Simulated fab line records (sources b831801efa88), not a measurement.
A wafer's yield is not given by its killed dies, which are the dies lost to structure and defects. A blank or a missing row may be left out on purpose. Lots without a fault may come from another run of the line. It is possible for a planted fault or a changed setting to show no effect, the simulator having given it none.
Which tool was responsible? -- flow gf180mcu -- 13 lots, 39 wafers sampled, at 5 steps of a route of 602

== WHAT THE GAUGES READ, wafer by wafer ==
GF_PSD_RS_MEAS_14: a four-point-probe measurement.
lot,measured,on,NSD_RS (ohm/sq)
L124,day 13 23:33,film-metro-03,46.23 46.24 46.19
L127,day 15 04:28,film-metro-01,46.09 46.14 46.15
L128,day 15 22:39,film-metro-03,46.10 46.15 45.95
L130,day 16 18:58,film-metro-02,45.97 45.93 46.03
L131,day 17 01:34,film-metro-01,46.19 46.23 46.11
L132,day 17 04:15,film-metro-03,42.62 42.57 42.47
L135,day 18 08:32,film-metro-01,42.64 42.63 42.68
L136,day 18 14:55,film-metro-02,46.20 46.23 46.10
L137,day 18 20:29,film-metro-02,42.51 42.68 42.59
L140,day 20 03:17,film-metro-03,45.95 46.17 46.20
L145,day 21 16:28,film-metro-01,46.25 46.22 46.19
L146,day 21 19:59,film-metro-03,46.15 46.20 46.04
L147,day 22 04:42,film-metro-02,46.10 46.13 46.07

GF_PSD_RS_MEAS_15: a four-point-probe measurement.
lot,measured,on,PSD_RS (ohm/sq)
L124,day 13 23:40,film-metro-03,108.50 108.49 108.18
L127,day 15 04:35,film-metro-01,108.55 108.18 108.52
L128,day 15 22:46,film-metro-03,108.47 108.47 107.96
L130,day 16 19:05,film-metro-02,108.55 108.37 108.66
L131,day 17 01:41,film-metro-01,108.58 108.53 108.64
L132,day 17 04:22,film-metro-03,98.67 98.62 98.49
L135,day 18 08:39,film-metro-01,98.59 98.42 98.07
L136,day 18 15:02,film-metro-02,108.42 108.60 108.65
L137,day 18 20:36,film-metro-02,98.69 98.43 98.59
L140,day 20 03:24,film-metro-03,108.17 108.33 108.78
L145,day 21 16:35,film-metro-01,108.65 108.83 108.65
L146,day 21 20:06,film-metro-03,108.16 108.31 108.11
L147,day 22 04:49,film-metro-02,108.73 108.83 108.57

GF_CONTACT_BOW_MEAS_05.
lot,measured,on,CONTACT_BOW (um)
L124,day 14 21:57,film-metro-03,71 77 72
L127,day 16 04:37,film-metro-04,60 58 64
L128,day 17 02:26,film-metro-02,58 62 53
L130,day 17 19:53,film-metro-04,59 66 69
L131,day 18 02:32,film-metro-03,67 65 74
L132,day 18 05:16,film-metro-02,57 62 62
L135,day 19 10:38,film-metro-04,63 66 59
L136,day 19 16:25,film-metro-03,60 60 74
L137,day 19 22:40,film-metro-02,67 60 67
L140,day 21 05:10,film-metro-03,71 58 67
L145,day 22 17:44,film-metro-04,68 63 63
L146,day 22 21:02,film-metro-02,67 49 71
L147,day 23 05:53,film-metro-02,67 67 70

GF_M1_CD_MEAS_14: the cd target is 230 nm.
lot,measured,on,cd-nm (nm)
L124,day 16 20:11,cd-sem-02,227.9 227.2 228.1
L127,day 18 04:18,cd-sem-01,228.4 226.5 228.1
L128,day 19 03:03,cd-sem-01,229.5 229.9 229.7
L130,day 19 21:19,cd-sem-02,228.8 229.3 229.4
L131,day 20 04:05,cd-sem-01,230.8 231.5 230.8
L132,day 20 07:43,cd-sem-02,230.5 231.0 230.5
L135,day 21 12:09,cd-sem-02,229.4 229.7 229.7
L136,day 21 18:04,cd-sem-02,229.9 230.4 229.5
L137,day 22 00:43,cd-sem-02,232.7 232.6 232.0
L140,day 23 05:33,cd-sem-02,228.5 227.6 229.4
L145,day 24 14:07,cd-sem-01,228.2 227.6 228.5
L146,day 24 19:37,cd-sem-02,231.2 229.9 228.7
L147,day 25 03:48,cd-sem-02,230.3 229.8 229.4

== WHICH TOOL RAN EACH LOT (tool, then ch and the chambers of the sampled wafers, then the start) ==
lot,GF_PSD_RTA_13
L124,"rtp-anneal-01 ch 0, day 13 23:27"
L127,"rtp-anneal-02 ch 0, day 15 04:23"
L128,"rtp-anneal-02 ch 0, day 15 22:34"
L130,"rtp-anneal-01 ch 0, day 16 18:53"
L131,"rtp-anneal-01 ch 0, day 17 01:28"
L132,"rtp-anneal-01 ch 0, day 17 04:04"
L135,"rtp-anneal-01 ch 0, day 18 08:26"
L136,"rtp-anneal-02 ch 0, day 18 14:49"
L137,"rtp-anneal-01 ch 0, day 18 20:23"
L140,"rtp-anneal-02 ch 0, day 20 03:11"
L145,"rtp-anneal-01 ch 0, day 21 16:23"
L146,"rtp-anneal-01 ch 0, day 21 19:53"
L147,"rtp-anneal-01 ch 0, day 22 04:37"
- GF_PSD_RTA_13: time 20 s.

== AS READ BY THE TOOLS THEMSELVES (means over the sampled wafers that have a number; for cases with no such wafer, the mark the record gives instead) ==
GF_PSD_RTA_13.
lot,tool,anneal-temp-c-max,lamp-power-pct (%),wafer_temp_C_max
L124,rtp-anneal-01,1029.2,39.2,1028.9
L127,rtp-anneal-02,1029.1,33.8,1029.3
L128,rtp-anneal-02,1029.0,33.8,1028.7
L130,rtp-anneal-01,1029.6,39.2,1028.7
L131,rtp-anneal-01,1029.3,39.3,1028.2
L132,rtp-anneal-01,1029.0,39.2,1029.5
L135,rtp-anneal-01,1029.5,39.2,1029.2
L136,rtp-anneal-02,1029.3,33.8,1028.6
L137,rtp-anneal-01,1029.4,39.3,1029.5
L140,rtp-anneal-02,1029.6,33.9,1030.6
L145,rtp-anneal-01,1030.3,39.3,1029.0
L146,rtp-anneal-01,1029.2,39.2,1028.5
L147,rtp-anneal-01,1029.5,39.3,1028.3

== THE ANSWER, worked out from the rows above alone ==
Rule: usual is defined by the lots themselves. The widest of any qualifying gaps counts: lots, ordered by their means at a reading, are off when they make up no more than a third of the lots, leave a main group of 4 or more, and stand apart from it by 3 or more times the standard deviation of that group's means. The tables above print the reading to a certain number of digits; a main group whose means all agree to those digits is not used. A lot without any number at a reading at which 4 lots or more have one is off too. Any other lot the step has rows for is counted as sound. Order of review: gauges by route order, followed by the tools' own readings, for which a lot's mean as printed above is used. At the first step where some lot is off, the reading lying furthest off is the one used; lots without a number count as furthest.
Off: L132, L135, L137, at GF_PSD_RS_MEAS_14 (NSD_RS). The main group has a mean of 46.13 ohm/sq with a standard deviation of 0.07.
A tool fits if, at a process step before that reading, it ran every lot that is off, and no sound lot after the first of them. Those tools and the gauges at GF_PSD_RS_MEAS_14 are tried in the same way. Not one of the candidates tried fits.

== WHAT HAD BEEN PUT IN BY THE SIMULATOR ==
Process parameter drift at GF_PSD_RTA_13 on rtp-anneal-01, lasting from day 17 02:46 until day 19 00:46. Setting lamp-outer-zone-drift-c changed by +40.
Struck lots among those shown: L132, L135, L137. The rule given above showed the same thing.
